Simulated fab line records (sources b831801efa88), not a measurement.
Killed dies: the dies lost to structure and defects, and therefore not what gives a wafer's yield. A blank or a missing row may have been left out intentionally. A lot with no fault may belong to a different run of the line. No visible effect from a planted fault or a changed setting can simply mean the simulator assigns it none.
One fault through the eyes of 2 desks -- flow gf180mcu -- each desk has only its own numbers; what lay behind them comes last

THE TOOL OWNER'S DESK: pvd_sputter-03
The tool's own readings at GF_M4_SPUTTER_02 (material AlCu, target thk 450 nm, time 23.9 s): means of the sampled wafers that have a number, for each lot that ran on this tool. Any lot whose mean is over 4 standard deviations away from the usual mean is out of limits and marked OUT; that distance is given in the brackets.
Columns: A = cathode_dc_power_W at GF_M4_SPUTTER_02, usual 10600 W; B = chamber_pressure_pa at GF_M4_SPUTTER_02, usual 0.4001 Pa; C = throttle_valve_pct at GF_M4_SPUTTER_02, usual 29.8 %
lot,first seen here,A,B,C
L303,day 22 13:44,10599,0.4000,30.9
L304,day 22 21:16,10600,0.3994,30.1
L305,day 23 09:57,10599,0.3991,29.9
L307,day 23 23:44,10599,0.4010,29.7
L308,day 24 08:35,10601,0.4003,30.0
L309,day 24 18:24,10601,0.3993,31.0
L317,day 27 06:56,10601,0.4001,30.0
L319,day 27 20:05,10601,0.4002,30.6
This desk's finding: nothing out of limits on any of the 8 lots.

METROLOGY DESK
What the gauges read for every lot (on any tool): the sampled wafers with a number, averaged. Any lot whose mean is over 4 standard deviations away from the usual mean is out of limits and marked OUT; that distance is given in the brackets.
Columns: A = MIM_ALCU_RS at GF_MIM_RS_MEAS_10, usual 0.1606 ohm/sq
lot,first seen here,A
L303,day 24 13:34,0.1605
L304,day 24 20:35,0.1623
L305,day 25 08:38,0.1607
L307,day 25 22:47,0.1596
L308,day 26 06:30,0.1601
L309,day 26 15:37,0.1582
L310,day 27 02:20,0.1613
L311,day 27 07:51,0.1595
L317,day 29 02:33,0.1578
L319,day 29 15:01,0.1650
L320,day 30 03:50,0.1600
L324,day 31 02:34,0.1608
This desk's finding: nothing out of limits on any of the 12 lots.

PUT TOGETHER
The desk of the tool owner found nothing out of limits.
From the metrology desk's view, nothing was out of limits.

WHAT THE SIMULATOR HAD PUT IN
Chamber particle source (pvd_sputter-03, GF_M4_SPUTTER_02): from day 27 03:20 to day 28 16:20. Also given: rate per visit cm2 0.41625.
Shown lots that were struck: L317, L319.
